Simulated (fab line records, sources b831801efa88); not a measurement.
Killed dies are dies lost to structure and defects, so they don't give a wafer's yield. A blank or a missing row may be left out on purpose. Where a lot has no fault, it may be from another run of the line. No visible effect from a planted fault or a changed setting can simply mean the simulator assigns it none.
The same fault as seen by 2 desks	flow gf180mcu	each desk holds nothing but its own numbers, with what lay behind them at the end

## FOR THE TOOL OWNER'S DESK: lpcvd-01
The tool's own readings at GF_HV_LDD_CVD_54 (deposits SiO2 from TEOS, target thk 10 nm, time 75 s): means of the sampled wafers that have a number, for each lot that ran on this tool. Marked OUT: a lot whose mean sits more than 4 standard deviations from the usual mean, which makes it out of limits; the brackets give that distance.
Columns: A = spike-tc-centre-C at GF_HV_LDD_CVD_54, usual 681.1 C; B = zone-power-centre-pct at GF_HV_LDD_CVD_54, usual 9.4 %; C = zone-power-lower-pct at GF_HV_LDD_CVD_54, usual 11.4 %
lot	first seen here	A	B	C
L303	day 12 15:21	680.0	10.4	10.7
L306	day 13 16:48	679.6	10.3	10.7
L311	day 15 06:06	683.1	8.8	10.8
L320	day 18 10:33	679.9	10.3	10.6
This desk found nothing out of limits on any of the 4 lots.

## THE METROLOGY DESK
What the gauges read, lot by lot, whatever tool the lot ran on: means of the sampled wafers that have a number. Marked OUT: a lot whose mean sits more than 4 standard deviations from the usual mean, which makes it out of limits; the brackets give that distance.
Columns: A = cd-nm at GF_POLY_GATE_CD_MEAS_10, usual 280.3 nm; B = HV_LDD_01_OVL at GF_HV_LDD_OVL_MEAS_20, usual -0.4 nm; C = HV_LDD_CVD_54_THK at GF_HV_LDD_THK_MEAS_55, usual 9.91 nm; D = HV_LDD_CVD_56_THK at GF_HV_LDD_THK_MEAS_57, usual 89.5 nm
lot	first seen here	A	B	C	D
L303	day 9 10:00	279.5	-1.3	10.01	89.7
L305	day 10 01:17	280.6	0.6	9.90	89.3
L306	day 10 09:19	281.9	-1.5	9.98	89.3
L308	day 10 19:47	280.2	-0.1	9.92	89.5
L309	day 11 08:05	279.4	-0.3	9.56	90.2
L310	day 11 13:51	281.0	-0.3	10.00	88.6
L311	day 11 18:29	280.0	0.3	10.21	89.4
L312	day 12 07:14	278.7	0.3	9.96	88.9
L318	day 14 01:41	281.4	-0.9	9.81	89.0
L320	day 14 13:05	280.7	-1.1	6.59 (-22) OUT	92.2
L322	day 15 05:45	281.2	-0.1	9.88	88.7
L323	day 15 10:18	280.3	-1.8	9.90	89.5
L324	day 15 16:58	278.6	-0.1	9.91	90.0
Finding of this desk: L320 out of limits, first seen on L320 at day 18 11:35 (HV_LDD_CVD_54_THK at GF_HV_LDD_THK_MEAS_55). Within limits: L303, L305, L306, L308, L309, L310, L311, L312, L318, L322, L323, L324.

## TAKEN TOGETHER
Metrology desk: alarm possible at day 18 11:35 on L320.
Nothing out of limits was seen by the tool owner's desk.
On record at the tool owner's desk: L320, within its limits.
GF_HV_LDD_CVD_54 was run on lpcvd-01 by each of the lots named.

## WHAT THE SIMULATOR HAD INSERTED
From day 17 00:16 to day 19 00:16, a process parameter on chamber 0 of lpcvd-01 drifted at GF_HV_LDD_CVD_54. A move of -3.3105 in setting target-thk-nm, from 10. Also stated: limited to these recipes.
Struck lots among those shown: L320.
Time in hours between the start of the fault and the first out-of-limits reading at each desk: metrology desk, 35.
